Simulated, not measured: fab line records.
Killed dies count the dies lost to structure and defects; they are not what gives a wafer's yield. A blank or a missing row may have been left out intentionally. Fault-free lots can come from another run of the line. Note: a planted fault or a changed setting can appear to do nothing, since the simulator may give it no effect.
fab line records	flow sky130
[record] lots = 6	wafers = 18	last_day = 49
route steps=708 shown NWELL@63 PWDE@84 VT_ADJUST_HVTP@85 VT_ADJUST_LVTN@97 PAD_OPEN@708
lots that met no fault: taken from a fault-free run of the same line
start_h: the number of hours between the record's first day and the start of the first shown wafer of the lot	wait_h: hours elapsed since this lot's preceding step	" unchanged from the row above	L1.1+2: one row covering several wafers at once	- value missing, or start not given	* or withheld: withheld	< > ~ a bound
route shown NAME@n: a module of which the file shows steps, and the number in the route of the first	usual: mean and standard deviation over wafers with no fault	same: alike in all rows	chamber/n: place in a boat	sites: per-site readings	_std_site: standard deviation across them	_edge_site: mean of outer sites minus mean of inner sites	radius_mm: how far each site lies from the wafer's centre	mask NAME#n: copy n	behind: the last tool/chamber to shape the wafer	hold: why the lot went on hold/how many hours it stayed there/how the hold came to an end	device: whichever transistor did not switch (one of n, p or np)	end of line: at the end of the route, the tests of the same wafers	a step without rows: its recipe alone	killed: not the wafer's yield, but the dies lost to structure and defects at the first sort	map: per-die view of a wafer (x killed, . not killed, _ where there is no die)
set.NAME: setting as actually run; set.NAME@STEP: the setting as run at that earlier step	model.NAME: the simulator's own value behind a step, which no gauge read
lots seen at some steps along the route; tables by step, rows by wafer
services: the hour from which a tool's chamber was out of use, counted from the record's first day as start_h (under 0 if before that day), plus the number of hours and why
[[steps]]
[step SKY_NWELL_OVL_MEAS_10]
[usual] NWELL_00_OVL = -0.8/1.5
lot.wafer	tool	chamber	start_h	wait_h	NWELL_00_OVL[nm]
L692.2	overlay-01	-	90.47	-	-0.2
L692.3	"	-	"	"	1.0
L692.4	"	-	"	"	-0.5
L694.3	overlay-01	-	100.18	-	-0.2
L694.5	"	-	"	"	1.1
L694.6	"	-	"	"	2.4
L703.1	overlay-02	-	153.87	-	0.5
L703.5	"	-	"	"	0.6
L703.6	"	-	"	"	0.4
L704.2	overlay-02	-	158.92	-	-1.1
L704.3	"	-	"	"	-0.7
L704.4	"	-	"	"	-0.8
L705.1	overlay-02	-	165.32	-	-1.6
L705.2	"	-	"	"	-2.8
L705.5	"	-	"	"	-0.3
L710.1	overlay-01	-	195.57	-	-1.9
L710.3	"	-	"	"	-3.4
L710.4	"	-	"	"	-0.8
[step SKY_NWELL_IMPLANT_11]
[recipe] species = P	energy_kev = 400	dose_cm2 = 1.9e+13	tilt_deg = withheld
[step SKY_NWELL_IMPLANT_12]
[recipe] species = P	energy_kev = 120	dose_cm2 = 1.3e+12	tilt_deg = withheld
[step SKY_NWELL_IMPLANT_13]
[recipe] species = P	energy_kev = 50	dose_cm2 = 7e+11	tilt_deg = withheld
[step SKY_NWELL_STRIP_14]
[recipe] chemistry = O2/N2	power_w = 1400	pressure_mtorr = 1500	platen_temp_c = withheld	o2_flow_sccm = 3000	n2_flow_sccm = 300	overash_fraction = 0.5
[usual] drypump_motor_current_A = 5.9/0.42	oes_product_au = 0.723/0.0042	strip_time_to_endpoint_s = 36.92/0.088
lot.wafer	tool	chamber	start_h	wait_h	drypump_motor_current_A	oes_product_au	rf_hours_counter_h	strip_time_to_endpoint_s
L692.2	plasma_asher-02	1	90.95	0.1	6.5	0.723	42	36.94
L692.3	"	1	"	"	6.5	0.718	-	36.98
L692.4	"	0	"	"	5.2	0.726	-	36.82
L694.3	plasma_asher-03	1	100.69	0.1	5.9	0.723	-	36.85
L694.5	"	1	"	"	5.9	0.724	-	36.82
L694.6	"	0	"	"	6.0	0.722	-	36.91
L703.1	plasma_asher-02	1	154.36	0.1	6.5	0.719	48	36.98
L703.5	"	1	"	"	6.5	0.730	-	36.89
L703.6	"	0	"	"	5.2	0.717	-	36.97
L704.2	plasma_asher-01	1	159.40	0.1	5.4	0.723	4	37.03
L704.3	"	1	"	"	5.4	0.720	-	36.90
L704.4	"	0	"	"	5.6	0.722	-	37.03
L705.1	plasma_asher-03	0	165.81	0.1	6.1	0.718	34	36.83
L705.2	"	1	"	"	5.9	0.717	34	36.89
L705.5	"	0	"	"	6.0	0.724	-	36.93
L710.1	plasma_asher-02	1	196.05	0.1	6.5	0.723	53	36.95
L710.3	"	1	"	"	6.5	0.711	-	36.98
L710.4	"	0	"	"	5.2	0.719	-	37.04
[step SKY_NWELL_TW_MEAS_15]
[usual] NWELL_TW = 1835/14
lot.wafer	tool	chamber	start_h	wait_h	NWELL_TW
L692.2	film_metro-04	-	91.06	0.1	1833
L692.3	"	-	"	"	1835
L692.4	"	-	"	"	1837
L694.3	film_metro-01	-	100.78	0.1	1821
L694.5	"	-	"	"	1809
L694.6	"	-	"	"	1819
L703.1	film_metro-01	-	154.46	0.1	1829
L703.5	"	-	"	"	1823
L703.6	"	-	"	"	1815
L704.2	film_metro-01	-	159.51	0.1	1824
L704.3	"	-	"	"	1817
L704.4	"	-	"	"	1821
L705.1	film_metro-01	-	165.91	0.1	1814
L705.2	"	-	"	"	1817
L705.5	"	-	"	"	1812
L710.1	film_metro-03	-	196.15	0.1	1829
L710.3	"	-	"	"	1828
L710.4	"	-	"	"	1840
[step SKY_NWELL_DEHYDRATE_16]
[recipe] temp_c = 200	time_s = 60
[step SKY_NWELL_HMDS_17]
[recipe] prime_time_s = 60	prime_temp_c = 120
[step SKY_NWELL_COAT_18]
[recipe] spin_rpm = 2000	resist_thk_nm = 3000
[step SKY_NWELL_SOFTBAKE_19]
[recipe] temp_c = 110	time_s = withheld
[step SKY_NWELL_EXPOSE_20]
[recipe] mask_id = NWM_COMPLEMENT	na = 0.6	source_shape = conventional	sigma_outer = 0.6	polarization = unpolarized	target_cd_nm = 840	dose_mj = 260
[step SKY_NWELL_PEB_21]
[recipe] temp_c = 115	time_s = withheld
[step SKY_NWELL_DEVELOP_22]
[recipe] wall_angle_deg = 90	developer = TMAH	develop_time_s = 60	dev_temp_c = 23
[usual] resist_line_temp_C = 23.02/0.11
lot.wafer	tool	chamber	start_h	wait_h	resist_line_temp_C
L692.2	litho_track-02	0	107	-	22.88
L692.3	"	0	"	"	23.02
L692.4	"	0	"	"	23.02
L694.3	litho_track-04	0	119	-	22.97
L694.5	"	0	"	"	22.89
L694.6	"	0	"	"	22.78
L703.1	litho_track-02	0	174	-	23.07
L703.5	"	0	"	"	22.95
L703.6	"	0	"	"	22.94
L704.2	litho_track-02	0	179	-	23.09
L704.3	"	0	"	"	23.07
L704.4	"	0	"	"	23.20
L705.1	litho_track-01	0	186	-	22.93
L705.2	"	0	"	"	22.99
L705.5	"	0	"	"	22.91
L710.1	litho_track-01	0	216	-	23.16
L710.3	"	0	"	"	23.13
L710.4	"	0	"	"	23.04
[step SKY_NWELL_OVL_MEAS_23]
[usual] NWELL_01_OVL = 0.0/1.4
lot.wafer	tool	chamber	start_h	wait_h	NWELL_01_OVL[nm]
L692.2	overlay-02	-	107.92	-	0.5
L692.3	"	-	"	"	0.4
L692.4	"	-	"	"	0.9
L694.3	overlay-01	-	119.22	-	0.3
L694.5	"	-	"	"	-0.8
L694.6	"	-	"	"	0.4
L703.1	overlay-02	-	175.02	-	1.3
L703.5	"	-	"	"	2.6
L703.6	"	-	"	"	2.8
L704.2	overlay-01	-	179.87	-	-1.4
L704.3	"	-	"	"	-0.5
L704.4	"	-	"	"	0.2
L705.1	overlay-02	-	186.32	-	-0.9
L705.2	"	-	"	"	-1.5
L705.5	"	-	"	"	-3.2
L710.1	overlay-01	-	216.22	-	-1.6
L710.3	"	-	"	"	-1.8
L710.4	"	-	"	"	-2.5
[step SKY_NWELL_IMPLANT_24]
[recipe] species = B	energy_kev = 140	dose_cm2 = 9.337e+12	tilt_deg = withheld
[step SKY_NWELL_STRIP_25]
[recipe] chemistry = O2/N2	power_w = 1400	pressure_mtorr = 1500	platen_temp_c = withheld	o2_flow_sccm = 3000	n2_flow_sccm = 300	overash_fraction = 0.5
[usual] drypump_motor_current_A = 5.7/0.39	oes_product_au = 0.723/0.0045	strip_time_to_endpoint_s = 36.88/0.13
lot.wafer	tool	chamber	start_h	wait_h	drypump_motor_current_A	oes_product_au	rf_hours_counter_h	strip_time_to_endpoint_s
L692.2	plasma_asher-01	0	108.10	0.1	5.6	0.729	41	36.72
L692.3	"	1	"	"	5.4	0.719	-	36.71
L692.4	"	0	"	"	5.7	0.715	-	36.78
L694.3	plasma_asher-01	1	119.43	0.1	5.4	0.721	-	36.92
L694.5	"	1	"	"	5.4	0.718	-	36.93
L694.6	"	0	"	"	5.6	0.718	-	37.03
L703.1	plasma_asher-01	1	175.20	0.1	5.4	0.731	5	36.79
L703.5	"	0	"	"	5.7	0.730	-	36.72
L703.6	"	1	"	"	5.4	0.721	-	36.72
L704.2	plasma_asher-03	0	180.05	0.1	6.0	0.715	35	37.03
L704.3	"	1	"	"	5.9	0.726	-	37.13
L704.4	"	0	"	"	6.0	0.718	-	37.13
L705.1	plasma_asher-01	1	186.51	0.1	5.4	0.724	6	36.84
L705.2	"	0	"	"	5.7	0.731	6	36.73
L705.5	"	1	"	"	5.4	0.725	-	36.76
L710.1	plasma_asher-01	0	216.41	0.1	5.6	0.719	10	37.03
L710.3	"	0	"	"	5.7	0.730	-	36.98
L710.4	"	1	"	"	5.4	0.722	-	36.96
[step SKY_NWELL_TW_MEAS_26]
[usual] NWELL_2_TW = 503.6/3
lot.wafer	tool	chamber	start_h	wait_h	NWELL_2_TW
L692.2	film_metro-04	-	108.21	0.1	506.0
L692.3	"	-	"	"	502.3
L692.4	"	-	"	"	505.8
L694.3	film_metro-03	-	119.52	0.1	500.8
L694.5	"	-	"	"	501.8
L694.6	"	-	"	"	499.7
L703.1	film_metro-01	-	175.30	0.1	500.3
L703.5	"	-	"	"	501.6
L703.6	"	-	"	"	500.2
L704.2	film_metro-04	-	180.16	0.1	507.6
L704.3	"	-	"	"	509.5
L704.4	"	-	"	"	508.1
L705.1	film_metro-04	-	186.61	0.1	507.5
L705.2	"	-	"	"	505.3
L705.5	"	-	"	"	509.8
L710.1	film_metro-03	-	216.51	0.1	505.4
L710.3	"	-	"	"	503.5
L710.4	"	-	"	"	506.4
[step SKY_NWELL_CLEAN_27]
[recipe] chemistry = SC1/SC2	mix = 1:4:20	temp_c = 70	time_s = 150	dry = n2_spin
[step SKY_NWELL_RTA_28]
[recipe] temp_c = 1050	time_s = 30	idle_temp_c = 650	ramp_up_c_per_s = 150	ramp_down_c_per_s = 90	ambient = N2
[usual] chamber_o2_ppm = 2.000/0.021	lamp_power_pct = 25.31/0.058	wafer_temp_C_max = 1055.0/1
lot.wafer	tool	chamber	start_h	wait_h	chamber_o2_ppm	lamp_power_pct	wafer_temp_C_max
L692.2	rtp_anneal-01	0	108.33	0.0	1.977	25.30	1054.9
L692.3	"	0	"	"	2.014	25.31	1057.5
L692.4	"	0	"	"	1.992	25.30	1053.9
L694.3	rtp_anneal-01	0	119.64	0.0	2.035	25.30	1054.2
L694.5	"	0	"	"	1.994	25.19	1055.5
L694.6	"	0	"	"	2.000	25.36	1054.1
L703.1	rtp_anneal-02	0	175.41	0.0	2.008	25.31	1056.6
L703.5	"	0	"	"	1.995	25.34	1054.4
L703.6	"	0	"	"	2.019	25.26	1057.5
L704.2	rtp_anneal-01	0	180.28	0.0	1.989	25.38	1055.6
L704.3	"	0	"	"	2.022	25.34	1057.1
L704.4	"	0	"	"	1.995	25.35	1055.0
L705.1	rtp_anneal-02	0	186.72	0.0	2.042	25.37	1054.8
L705.2	"	0	"	"	2.028	25.32	1055.5
L705.5	"	0	"	"	2.044	25.34	1056.4
L710.1	rtp_anneal-01	0	216.62	0.0	2.008	25.35	1054.2
L710.3	"	0	"	"	1.997	25.38	1054.6
L710.4	"	0	"	"	1.995	25.35	1056.5
[step SKY_NWELL_RS_MEAS_29]
[recipe] thk_meas_gauge = four-point-probe
[usual] NWELL_RS = 624.6/1.5
lot.wafer	tool	chamber	start_h	wait_h	NWELL_RS[ohm/sq]
L692.2	film_metro-01	-	108.44	0.1	623.7
L692.3	"	-	"	"	624.7
L692.4	"	-	"	"	624.0
L694.3	film_metro-04	-	119.75	0.1	623.6
L694.5	"	-	"	"	623.8
L694.6	"	-	"	"	624.1
L703.1	film_metro-03	-	175.51	0.1	624.4
L703.5	"	-	"	"	623.9
L703.6	"	-	"	"	625.3
L704.2	film_metro-03	-	180.38	0.1	624.9
L704.3	"	-	"	"	625.3
L704.4	"	-	"	"	625.4
L705.1	film_metro-03	-	186.82	0.1	625.0
L705.2	"	-	"	"	625.0
L705.5	"	-	"	"	627.5
L710.1	film_metro-01	-	216.72	0.1	625.4
L710.3	"	-	"	"	626.9
L710.4	"	-	"	"	623.8
[step SKY_NWELL_RS_MEAS_31]
[recipe] thk_meas_gauge = four-point-probe
[usual] PWDE_RS = 5270/20
lot.wafer	tool	chamber	start_h	wait_h	PWDE_RS[ohm/sq]
L692.2	film_metro-01	-	108.68	0.1	5274
L692.3	"	-	"	"	5253
L692.4	"	-	"	"	5242
L694.3	film_metro-04	-	119.99	0.1	5286
L694.5	"	-	"	"	5286
L694.6	"	-	"	"	5281
L703.1	film_metro-03	-	175.75	0.1	5302
L703.5	"	-	"	"	5294
L703.6	"	-	"	"	5302
L704.2	film_metro-03	-	180.62	0.1	5313
L704.3	"	-	"	"	5308
L704.4	"	-	"	"	5317
L705.1	film_metro-03	-	187.06	0.1	5280
L705.2	"	-	"	"	5271
L705.5	"	-	"	"	5283
L710.1	film_metro-01	-	216.96	0.1	5257
L710.3	"	-	"	"	5282
L710.4	"	-	"	"	5250
[step SKY_VT_ADJUST_HVTP_DEHYDRATE_00]
[recipe] temp_c = 200	time_s = 60
[step SKY_VT_ADJUST_HVTP_HMDS_01]
[recipe] prime_time_s = 60	prime_temp_c = 120
[step SKY_VT_ADJUST_HVTP_COAT_02]
[recipe] resist = NOVOLAK	spin_rpm = 3000	resist_thk_nm = 1140
[step SKY_VT_ADJUST_HVTP_SOFTBAKE_03]
[recipe] temp_c = 90	time_s = 60	resist = NOVOLAK
[step SKY_VT_ADJUST_HVTP_EXPOSE_04]
[recipe] mask_id = HVTPM	na = 0.6	source_shape = conventional	sigma_outer = 0.6	polarization = unpolarized	target_cd_nm = 380	dose_mj = 140
[step SKY_VT_ADJUST_HVTP_PEB_05]
[recipe] temp_c = withheld	time_s = *	resist = NOVOLAK
[step SKY_VT_ADJUST_HVTP_DEVELOP_06]
[recipe] resist = NOVOLAK	developer = TMAH	develop_time_s = 60	dev_temp_c = 23
[step SKY_VT_ADJUST_HVTP_CD_MEAS_07]
[recipe] target_cd_nm = 380
[usual] cd_nm = 378.3/2.6
lot.wafer	tool	chamber	start_h	wait_h	cd_nm
L692.2	cd_sem-01	-	125.54	0.1	378.4
L692.3	"	-	"	"	377.4
L692.4	"	-	"	"	378.5
L694.3	cd_sem-02	-	138.77	0.1	375.4
L694.5	"	-	"	"	376.6
L694.6	"	-	"	"	376.4
L703.1	cd_sem-01	-	196.57	0.1	378.8
L703.5	"	-	"	"	379.6
L703.6	"	-	"	"	376.5
L704.2	cd_sem-01	-	201.30	0.1	377.7
L704.3	"	-	"	"	377.0
L704.4	"	-	"	"	378.7
L705.1	cd_sem-02	-	207.98	0.1	379.3
L705.2	"	-	"	"	378.7
L705.5	"	-	"	"	376.8
L710.1	cd_sem-02	-	238.72	0.1	376.2
L710.3	"	-	"	"	376.4
L710.4	"	-	"	"	379.7
[step SKY_VT_ADJUST_HVTP_OVL_MEAS_08]
[usual] VT_ADJUST_HVTP_OVL = -0.5/1.2
lot.wafer	tool	chamber	start_h	wait_h	VT_ADJUST_HVTP_OVL[nm]
L692.2	overlay-01	-	125.64	0.1	-0.9
L692.3	"	-	"	"	-2.1
L692.4	"	-	"	"	-3.0
L694.3	overlay-01	-	138.87	0.1	-1.0
L694.5	"	-	"	"	-1.2
L694.6	"	-	"	"	0.1
L703.1	overlay-01	-	196.69	0.1	-0.8
L703.5	"	-	"	"	-0.8
L703.6	"	-	"	"	-0.7
L704.2	overlay-02	-	201.41	0.1	-2.0
L704.3	"	-	"	"	-1.3
L704.4	"	-	"	"	-1.2
L705.1	overlay-02	-	208.10	0.1	0.8
L705.2	"	-	"	"	0.6
L705.5	"	-	"	"	2.3
L710.1	overlay-02	-	238.84	0.1	0.8
L710.3	"	-	"	"	0.0
L710.4	"	-	"	"	-0.3
[step SKY_VT_ADJUST_HVTP_IMPLANT_09]
[recipe] species = As	energy_kev = 150	dose_cm2 = 4.3e+12	tilt_deg = withheld
[step SKY_VT_ADJUST_HVTP_STRIP_10]
[recipe] chemistry = O2/N2	power_w = 1400	pressure_mtorr = 1523	platen_temp_c = withheld	o2_flow_sccm = 3000	n2_flow_sccm = 300	overash_fraction = 0.5
[usual] drypump_motor_current_A = 5.6/0.35	oes_product_au = 0.717/0.0044	strip_time_to_endpoint_s = 14.12/0.036
lot.wafer	tool	chamber	start_h	wait_h	drypump_motor_current_A	oes_product_au	rf_hours_counter_h	strip_time_to_endpoint_s
L692.2	plasma_asher-04	0	125.82	0.1	5.0	0.715	46	14.11
L692.3	"	1	"	"	5.6	0.716	-	14.17
L692.4	"	0	"	"	5.0	0.721	-	14.16
L694.3	plasma_asher-04	0	139.07	0.1	5.0	0.721	-	14.12
L694.5	"	1	"	"	5.6	0.720	-	14.13
L694.6	"	0	"	"	5.0	0.722	-	14.11
L703.1	plasma_asher-04	0	196.87	0.1	5.0	0.711	53	14.09
L703.5	"	1	"	"	5.6	0.711	-	14.14
L703.6	"	0	"	"	5.0	0.717	-	14.07
L704.2	plasma_asher-03	1	201.59	0.1	5.9	0.708	36	14.12
L704.3	"	1	"	"	5.9	0.726	-	14.14
L704.4	"	0	"	"	6.0	0.716	-	14.10
L705.1	plasma_asher-04	1	209.96	0.1	5.6	0.720	54	14.14
L705.2	"	0	"	"	5.0	0.720	54	14.13
L705.5	"	0	"	"	5.0	0.711	-	14.17
L710.1	plasma_asher-04	0	239.03	0.1	5.0	0.713	57	14.12
L710.3	"	1	"	"	5.6	0.719	-	14.12
L710.4	"	0	"	"	5.0	0.714	-	14.10
[step SKY_VT_ADJUST_HVTP_TW_MEAS_11]
[usual] VT_ADJUST_HVTP_TW = 1360/13
lot.wafer	tool	chamber	start_h	wait_h	VT_ADJUST_HVTP_TW
L692.2	film_metro-04	-	125.93	0.1	1369
L692.3	"	-	"	"	1372
L692.4	"	-	"	"	1377
L694.3	film_metro-02	-	139.16	0.1	1343
L694.5	"	-	"	"	1342
L694.6	"	-	"	"	1347
L703.1	film_metro-04	-	196.97	0.1	1368
L703.5	"	-	"	"	1369
L703.6	"	-	"	"	1370
L704.2	film_metro-02	-	201.70	0.1	1344
L704.3	"	-	"	"	1359
L704.4	"	-	"	"	1353
L705.1	film_metro-04	-	210.06	0.1	1365
L705.2	"	-	"	"	1368
L705.5	"	-	"	"	1359
L710.1	film_metro-02	-	239.13	0.1	1342
L710.3	"	-	"	"	1345
L710.4	"	-	"	"	1349
[step SKY_VT_ADJUST_LVTN_DEHYDRATE_00]
[recipe] temp_c = 200	time_s = 60
[step SKY_VT_ADJUST_LVTN_HMDS_01]
[recipe] prime_time_s = 60	prime_temp_c = 120
[step SKY_VT_ADJUST_LVTN_COAT_02]
[recipe] spin_rpm = 2000	resist_thk_nm = 3000
[step SKY_VT_ADJUST_LVTN_SOFTBAKE_03]
[recipe] temp_c = 110	time_s = withheld
[step SKY_VT_ADJUST_LVTN_EXPOSE_04]
[recipe] mask_id = NWM_COMPLEMENT_LESS_NATIVE	na = 0.6	source_shape = conventional	sigma_outer = 0.6	polarization = unpolarized	target_cd_nm = 840	dose_mj = 194
[step SKY_VT_ADJUST_LVTN_PEB_05]
[recipe] temp_c = 115	time_s = withheld
[step SKY_VT_ADJUST_LVTN_DEVELOP_06]
[recipe] wall_angle_deg = 90	developer = TMAH	develop_time_s = 60	dev_temp_c = 23
[step SKY_VT_ADJUST_LVTN_OVL_MEAS_07]
[usual] VT_ADJUST_LVTN_OVL = 0.5/1.3
lot.wafer	tool	chamber	start_h	wait_h	VT_ADJUST_LVTN_OVL[nm]
L692.2	overlay-02	-	144.82	-	0.2
L692.3	"	-	"	"	0.9
L692.4	"	-	"	"	1.9
L694.3	overlay-01	-	157.80	-	0.6
L694.5	"	-	"	"	2.2
L694.6	"	-	"	"	-0.9
L703.1	overlay-02	-	217.77	-	0.9
L703.5	"	-	"	"	1.6
L703.6	"	-	"	"	1.0
L704.2	overlay-01	-	223.04	-	1.1
L704.3	"	-	"	"	1.8
L704.4	"	-	"	"	0.2
L705.1	overlay-01	-	230.53	-	-2.1
L705.2	"	-	"	"	-2.2
L705.5	"	-	"	"	-0.1
L710.1	overlay-02	-	262.62	-	1.2
L710.3	"	-	"	"	0.4
L710.4	"	-	"	"	-0.1
[step SKY_PAD_OPEN_PROBE_99]
[usual] killed_at_M0_to_M3 = 44/6.6	killed_at_M4_up = 3.0/2	killed_at_contacts = 24/5.1	killed_at_front_end = 15/4.1	killed_at_other = 0.4/0.62	killed_dies = 86/9.3	killed_open = 46/6.8	killed_short = 40/5.8
[same] gross_dies = 492	killed_at_back_side = 0
lot.wafer	tool	chamber	start_h	wait_h	killed_at_M0_to_M3	killed_at_M4_up	killed_at_contacts	killed_at_front_end	killed_at_other	killed_dies	killed_open	killed_short	model.etest.res_iso_pwell.width_nm
L692.2	prober-01	-	1071.38	0.1	37	5	18	14	2	76	36	40	2655
L692.3	prober-01	-	1071.43	0.2	40	3	31	12	0	86	50	36	2650
L692.4	prober-01	-	1071.48	0.2	45	5	20	13	1	84	40	44	2647
L694.3	prober-01	-	1084.12	0.2	50	0	33	16	3	102	46	53	2648
L694.5	prober-01	-	1084.22	0.2	36	4	25	16	0	81	39	42	2652
L694.6	prober-01	-	1084.27	0.2	39	3	33	14	0	89	46	43	2643
L703.1	prober-01	-	1144.91	0.1	42	3	26	19	0	90	43	47	2630
L703.5	prober-01	-	1145.11	0.2	46	5	27	20	0	98	52	46	2632
L703.6	prober-01	-	1145.16	0.2	40	5	15	22	1	83	40	41	2618
L704.2	prober-02	-	1147.70	0.1	32	5	29	17	0	83	41	38	2626
L704.3	prober-02	-	1147.75	0.2	47	1	29	7	2	86	38	47	2620
L704.4	prober-02	-	1147.80	0.2	39	4	32	13	0	88	45	43	2616
L705.1	prober-01	-	1150.50	0.1	41	1	20	17	0	79	42	37	2654
L705.2	prober-01	-	1150.55	0.1	54	6	22	6	0	88	45	43	2639
L705.5	prober-01	-	1150.70	0.2	45	2	24	14	0	85	42	43	2644
L710.1	prober-02	-	1178.86	0.1	45	5	29	18	0	97	51	46	2639
L710.3	prober-02	-	1178.96	0.2	53	0	19	10	0	82	47	35	2640
L710.4	prober-02	-	1179.01	0.2	39	6	22	12	0	79	47	32	2648
// killed by level:class
L692.2 METAL2:geometric_particle:short=11 FIELD_ISO:geometric_particle:short=7 LI_CONTACT:geometric_particle:open=7 VIA1:geometric_particle:open=6 VIA2:geometric_particle:open=6 FIELD_ISO:geometric_particle:open=5 CONTACT:geometric_particle:short=5 VIA3:geometric_particle:open=4
L692.3 VIA1:geometric_particle:open=11 LI_CONTACT:geometric_particle:open=9 CONTACT:geometric_particle:open=8 METAL2:geometric_particle:short=7 VIA2:geometric_particle:open=6 POLY_GATE:geometric_particle:open=5 CONTACT:geometric_particle:short=5 LI_CONTACT:geometric_particle:short=4
L692.4 METAL2:geometric_particle:short=9 CONTACT:geometric_particle:open=8 VIA1:geometric_particle:open=8 METAL1:geometric_particle:short=6 FIELD_ISO:geometric_particle:open=5 VIA2:geometric_particle:open=5 VIA3:geometric_particle:open=5 LOCAL_INTERCONNECT:geometric_particle:short=4
L694.3 CONTACT:geometric_particle:open=14 VIA3:geometric_particle:open=12 LOCAL_INTERCONNECT:geometric_particle:short=10 VIA1:geometric_particle:open=7 FIELD_ISO:geometric_particle:short=5 METAL3:geometric_particle:short=5 VIA3:geometric_particle:short=5 POLY_GATE:geometric_particle:short=4
L694.5 CONTACT:geometric_particle:open=13 VIA3:geometric_particle:open=8 POLY_GATE:geometric_particle:short=7 METAL1:geometric_particle:short=5 METAL2:geometric_particle:short=5 FIELD_ISO:geometric_particle:short=4 LI_CONTACT:geometric_particle:open=4 VIA1:geometric_particle:short=4
L694.6 CONTACT:geometric_particle:open=11 VIA1:geometric_particle:short=8 METAL1:geometric_particle:short=8 LI_CONTACT:geometric_particle:open=7 CONTACT:geometric_particle:short=6 METAL2:geometric_particle:short=5 LOCAL_INTERCONNECT:geometric_particle:short=5 VIA1:geometric_particle:open=5
L703.1 VIA1:geometric_particle:open=8 CONTACT:geometric_particle:open=7 VIA2:geometric_particle:open=7 FIELD_ISO:geometric_particle:open=6 FIELD_ISO:geometric_particle:short=6 CONTACT:geometric_particle:short=6 VIA3:geometric_particle:short=6 LOCAL_INTERCONNECT:geometric_particle:short=5
L703.5 VIA1:geometric_particle:open=9 VIA3:geometric_particle:open=8 LI_CONTACT:geometric_particle:open=8 VIA2:geometric_particle:open=8 POLY_GATE:geometric_particle:open=6 FIELD_ISO:geometric_particle:short=5 POLY_GATE:geometric_particle:short=5 VIA2:geometric_particle:short=5
L703.6 FIELD_ISO:geometric_particle:open=8 VIA1:geometric_particle:open=8 METAL1:geometric_particle:short=8 VIA1:geometric_particle:short=6 VIA3:geometric_particle:open=6 POLY_GATE:geometric_particle:short=5 FIELD_ISO:geometric_particle:short=4 POLY_GATE:geometric_particle:open=4
L704.2 CONTACT:geometric_particle:open=11 LI_CONTACT:geometric_particle:open=8 CONTACT:geometric_particle:short=7 VIA1:geometric_particle:open=6 METAL2:geometric_particle:short=5 FIELD_ISO:geometric_particle:short=4 POLY_GATE:geometric_particle:open=4 VIA2:geometric_particle:open=4
L704.3 METAL2:geometric_particle:short=9 CONTACT:geometric_particle:open=8 CONTACT:geometric_particle:short=7 VIA3:geometric_particle:open=7 VIA1:geometric_particle:short=6 LI_CONTACT:geometric_particle:short=5 LI_CONTACT:geometric_particle:open=5 VIA1:geometric_particle:open=5
L704.4 VIA1:geometric_particle:open=11 CONTACT:geometric_particle:open=10 METAL1:geometric_particle:short=9 CONTACT:geometric_particle:short=8 LI_CONTACT:geometric_particle:open=7 LOCAL_INTERCONNECT:geometric_particle:short=6 METAL2:geometric_particle:short=5 FIELD_ISO:geometric_particle:open=4
L705.1 VIA3:geometric_particle:open=9 VIA1:geometric_particle:short=8 LI_CONTACT:geometric_particle:open=7 FIELD_ISO:geometric_particle:open=6 VIA2:geometric_particle:open=6 CONTACT:geometric_particle:short=6 POLY_GATE:geometric_particle:short=4 CONTACT:geometric_particle:open=4
L705.2 VIA2:geometric_particle:open=11 METAL1:geometric_particle:short=10 VIA1:geometric_particle:open=8 CONTACT:geometric_particle:open=8 LI_CONTACT:geometric_particle:open=7 VIA3:geometric_particle:open=6 METAL4:geometric_particle:short=5 VIA3:geometric_particle:short=5
L705.5 VIA1:geometric_particle:open=9 CONTACT:geometric_particle:open=8 VIA1:geometric_particle:short=7 LI_CONTACT:geometric_particle:open=6 METAL2:geometric_particle:short=6 VIA3:geometric_particle:open=6 FIELD_ISO:geometric_particle:short=4 LI_CONTACT:geometric_particle:short=4
L710.1 CONTACT:geometric_particle:open=9 METAL2:geometric_particle:short=9 FIELD_ISO:geometric_particle:open=8 LI_CONTACT:geometric_particle:open=8 VIA2:geometric_particle:open=5 METAL1:geometric_particle:short=5 VIA1:geometric_particle:short=5 VIA3:geometric_particle:short=5
L710.3 METAL1:geometric_particle:short=11 VIA1:geometric_particle:open=9 CONTACT:geometric_particle:open=9 VIA2:geometric_particle:open=8 VIA1:geometric_particle:short=7 VIA3:geometric_particle:open=7 FIELD_ISO:geometric_particle:open=5 LOCAL_INTERCONNECT:geometric_particle:short=4
L710.4 CONTACT:geometric_particle:open=12 VIA1:geometric_particle:open=10 VIA2:geometric_particle:open=6 LOCAL_INTERCONNECT:geometric_particle:short=4 METAL1:geometric_particle:short=4 METAL2:geometric_particle:short=4 METAL4:geometric_particle:short=4 FIELD_ISO:geometric_particle:short=3
[[services]]
tool	chamber	start_h	hours	kind
plasma_asher-03	-	96.32	1.0	repair
plasma_asher-02	-	108.02	2.8	pm
plasma_asher-01	-	108.75	9.0	pm
plasma_asher-01	0	108.75	9.0	vent_cycle
plasma_asher-01	1	108.75	9.0	vent_cycle
plasma_asher-01	0	117.75	-	clean
plasma_asher-01	1	117.75	-	clean
plasma_asher-04	-	132.39	3.3	repair
plasma_asher-01	-	165.10	2.6	repair
plasma_asher-03	-	166.29	1.3	repair
plasma_asher-03	-	182.95	15.6	pm
plasma_asher-04	-	215.15	2.1	repair
rtp_anneal-01	-	233.27	4.6	pm
[[key]]
first_sign none at tools or gauges
[model_effect] step = SKY_PAD_OPEN_PROBE_99	value = etest.res_iso_pwell.width_nm	without = 2647	struck = 2624
met_at SKY_NWELL_DEVELOP_22
struck_wafers L703.1,L703.5,L703.6,L704.2,L704.3,L704.4
tester_left_out L703,L704
onset_between 107 174
[fault] kind = process_parameter_drift	tool = litho_track-02	chamber = -	onset_h = 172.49	steps = SKY_NWELL_DEVELOP_22	channel = develop_time_s	offset = *	shape = step	end_h = 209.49	acts_in = *	stated = *
// tester_left_out: of these lots the tester's yield and bins aren't shown, on N5 and GAA mostly nor the transistor test; their killed dies are dies lost to structure and defects alone, not to doping, threshold or leakage, so they don't give the yield
